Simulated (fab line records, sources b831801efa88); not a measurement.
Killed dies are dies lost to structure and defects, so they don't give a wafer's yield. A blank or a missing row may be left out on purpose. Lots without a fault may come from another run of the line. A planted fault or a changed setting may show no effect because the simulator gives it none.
Chamber matching | flow gf180mcu | GF_V4_STRIP_19 on wet_bench-01: 4 sister chambers
The step strips in post etch residue remover, time 1200 s. 4 wafers are shown with their chamber, then 7 later ones without.

WAFERS WITH THEIR CHAMBER
wafer  | chamber | temp_c (C)
L817.6 | 0       | 72.61
L818.6 | 2       | 72.63
L819.5 | 1       | 72.37
L820.3 | 3       | 72.45

WAFERS WITHOUT THEIR CHAMBER
wafer  | temp_c (C)
L820.4 | 72.44
L822.1 | 72.66
L822.4 | 72.26
L822.5 | 72.31
L834.1 | 72.59
L834.2 | 72.62
L834.4 | 72.63

WHICH CHAMBER EACH WENT THROUGH
wafer  | from the rows above     | in truth
L820.4 | can't be placed: 3 or 1 | 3
L822.1 | can't be placed: 2 or 0 | 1
L822.4 | can't be placed: 1 or 3 | 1
L822.5 | can't be placed: 1 or 3 | 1
L834.1 | can't be placed: 0 or 2 | 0
L834.2 | can't be placed: 2 or 0 | 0
L834.4 | can't be placed: 2 or 0 | 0
Placed correctly: 0 of 7. Can't be placed from these rows: 7 (the true chamber is among the candidates in 6). Placed wrongly: 0.
How it was worked out, from the rows above alone: a wafer's distance from a chamber is the root of the sum, over the readings, of the square of ((its reading less the chamber's mean) divided by the reading's scatter). The wafer belongs to the nearest chamber; if the next one is less than 2 further off, it can't be placed. A chamber's mean is the mean of its shown wafers. The scatter: with one shown wafer a chamber, the root of the mean of the squares of how far each hidden wafer lies from its nearest shown one.
